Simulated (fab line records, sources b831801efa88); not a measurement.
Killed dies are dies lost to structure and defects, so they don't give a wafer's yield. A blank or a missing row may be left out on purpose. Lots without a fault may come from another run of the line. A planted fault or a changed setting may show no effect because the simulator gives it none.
Which tool did it? | flow gf180mcu | 11 lots, 33 wafers sampled, at 6 steps of a route of 602

WHAT THE GAUGES READ, wafer by wafer
GF_V2_THK_MEAS_03.
lot  | measured     | on            | V2_CVD_02_THK (nm)
L705 | day 19 08:42 | film_metro-04 | 846 841 840
L706 | day 19 20:20 | film_metro-01 | 851 848 866
L708 | day 20 13:04 | film_metro-01 | 852 837 859
L710 | day 21 16:52 | film_metro-04 | 846 851 849
L713 | day 22 16:39 | film_metro-03 | 839 840 855
L715 | day 23 10:42 | film_metro-01 | 840 857 856
L716 | day 23 17:16 | film_metro-04 | 852 852 853
L723 | day 26 01:47 | film_metro-04 | 850 857 853
L724 | day 26 06:57 | film_metro-01 | 845 858 861
L726 | day 27 05:01 | film_metro-04 | 847 843 860
L727 | day 27 05:47 | film_metro-01 | 854 872 859

GF_V2_CD_MEAS_14: target cd 260 nm.
lot  | measured     | on        | cd_nm (nm)
L705 | day 20 09:13 | cd_sem-02 | 259.9 260.8 261.1
L706 | day 20 20:43 | cd_sem-02 | 260.9 260.8 260.9
L708 | day 21 13:52 | cd_sem-01 | 261.9 262.5 261.4
L710 | day 22 16:52 | cd_sem-02 | 261.9 260.7 260.6
L713 | day 23 15:31 | cd_sem-02 | 263.0 262.1 261.8
L715 | day 24 09:11 | cd_sem-01 | 260.5 261.0 261.1
L716 | day 24 15:20 | cd_sem-02 | 258.8 259.6 259.4
L723 | day 26 22:55 | cd_sem-01 | 260.8 261.3 261.4
L724 | day 27 04:22 | cd_sem-01 | 260.3 261.2 261.0
L726 | day 28 01:56 | cd_sem-02 | 261.5 260.6 261.4
L727 | day 28 02:39 | cd_sem-02 | 260.2 259.7 258.8

GF_V2_RS_MEAS_24: measures by four-point-probe.
lot  | measured     | on            | V2_W_RS (ohm/sq)
L705 | day 20 10:15 | film_metro-03 | 0.321 0.318 0.326
L706 | day 20 21:44 | film_metro-04 | 0.332 0.328 0.335
L708 | day 21 14:54 | film_metro-01 | 0.326 0.323 0.325
L710 | day 22 17:55 | film_metro-01 | 0.327 0.328 0.324
L713 | day 23 16:32 | film_metro-03 | 0.322 0.324 0.321
L715 | day 24 10:13 | film_metro-01 | 0.414 0.419 0.421
L716 | day 24 16:22 | film_metro-03 | 0.431 0.419 0.425
L723 | day 26 23:57 | film_metro-04 | 0.319 0.319 0.321
L724 | day 27 05:29 | film_metro-04 | 0.321 0.324 0.328
L726 | day 28 02:58 | film_metro-03 | 0.327 0.324 0.331
L727 | day 28 04:07 | film_metro-01 | 0.323 0.320 0.328

GF_V2_THK_MEAS_25: measures by xrf.
lot  | measured     | on            | V2_W_THK (nm)
L705 | day 20 10:20 | film_metro-03 | 359 364 353
L706 | day 20 21:52 | film_metro-04 | 344 349 342
L708 | day 21 15:01 | film_metro-01 | 359 362 358
L710 | day 22 18:02 | film_metro-01 | 355 352 356
L713 | day 23 16:40 | film_metro-03 | 363 361 365
L715 | day 24 10:19 | film_metro-01 | 272 271 268
L716 | day 24 16:29 | film_metro-03 | 271 278 272
L723 | day 27 00:02 | film_metro-04 | 356 354 354
L724 | day 27 05:36 | film_metro-04 | 355 352 346
L726 | day 28 03:05 | film_metro-03 | 351 354 345
L727 | day 28 04:13 | film_metro-01 | 354 359 348

WHICH TOOL RAN EACH LOT (tool, then ch and the chambers of the sampled wafers, then the start)
lot  | GF_V2_CMP_04                  | GF_V2_CVD_23
L705 | cmp-02 ch 0,2,3, day 19 08:53 | cvd_w-01 ch 0,1, day 20 10:07
L706 | cmp-02 ch 1,2, day 19 20:23   | cvd_w-02 ch 1, day 20 21:38
L708 | cmp-02 ch 1,2,3, day 20 13:07 | cvd_w-02 ch 0,1, day 21 14:47
L710 | cmp-02 ch 0,2,3, day 21 16:55 | cvd_w-02 ch 0,1, day 22 17:49
L713 | cmp-01 ch 2,3, day 22 16:43   | cvd_w-01 ch 0,1, day 23 16:25
L715 | cmp-01 ch 0,2,3, day 23 10:51 | cvd_w-02 ch 0,1, day 24 10:04
L716 | cmp-01 ch 0,2,3, day 23 17:19 | cvd_w-02 ch 0,1, day 24 16:16
L723 | cmp-01 ch 0,1,3, day 26 01:55 | cvd_w-01 ch 0,1, day 26 23:49
L724 | cmp-01 ch 0,1, day 26 07:01   | cvd_w-01 ch 0,1, day 27 05:22
L726 | cmp-02 ch 0,1,2, day 27 05:28 | cvd_w-02 ch 0,1, day 28 02:50
L727 | cmp-02 ch 0,1,3, day 27 06:50 | cvd_w-01 ch 0,1, day 28 04:00
- GF_V2_CMP_04: polishes SiO2.
- GF_V2_CVD_23: deposits W, target thk 350 nm, time 104.94 s.

WHAT THE TOOLS THEMSELVES READ (means of the sampled wafers that have a number; where no wafer has one, the mark that the record gives instead)
GF_V2_CMP_04.
lot  | tool   | motor_current_A (A) | time_to_endpoint_s (s)
L705 | cmp-02 | 13.6                | 72
L706 | cmp-02 | 12.7                | 84
L708 | cmp-02 | 13.3                | 79
L710 | cmp-02 | 13.4                | 79
L713 | cmp-01 | 12.6                | 80
L715 | cmp-01 | 13.2                | 83
L716 | cmp-01 | 12.9                | 85
L723 | cmp-01 | 13.1                | 80
L724 | cmp-01 | 14.0                | 79
L726 | cmp-02 | 13.3                | 79
L727 | cmp-02 | 14.0                | 80

GF_V2_CVD_23.
lot  | tool     | heater_power_w (W)
L705 | cvd_w-01 | 795
L706 | cvd_w-02 | 931
L708 | cvd_w-02 | 867
L710 | cvd_w-02 | 874
L713 | cvd_w-01 | 803
L715 | cvd_w-02 | 864
L716 | cvd_w-02 | 866
L723 | cvd_w-01 | 734
L724 | cvd_w-01 | 791
L726 | cvd_w-02 | 906
L727 | cvd_w-01 | 747

THE ANSWER, worked out from the rows above alone
Rule: what is usual is taken from the lots themselves. Put in order of their means at a reading, lots are off if they are a third of the lots or fewer, leave a main group of 4 or more, and stand apart from it by a gap of 3 or more times the standard deviation of the main group's means; of several such gaps the widest counts. A main group whose means are all the same, to the digits that the tables above print for the reading, isn't used. A lot without any number at a reading at which 4 lots or more have one is off too. The other lots that the step has rows for count as sound. The gauges are gone through in route order, then the tools' own readings, and for those a lot's mean is taken as printed above. The first step at which some lot is off is used, and at that step the reading that is off furthest; a lot without a number counts as furthest.
Off: L715, L716, at GF_V2_RS_MEAS_24 (V2_W_RS). The main group: mean 0.325 ohm/sq, standard deviation 0.0033.
A tool fits if, at a process step before that reading, it ran every lot that is off, and no sound lot after the first of them. The gauges at GF_V2_RS_MEAS_24 are tried like those tools. None of those tried fits.

WHAT THE SIMULATOR HAD PUT IN
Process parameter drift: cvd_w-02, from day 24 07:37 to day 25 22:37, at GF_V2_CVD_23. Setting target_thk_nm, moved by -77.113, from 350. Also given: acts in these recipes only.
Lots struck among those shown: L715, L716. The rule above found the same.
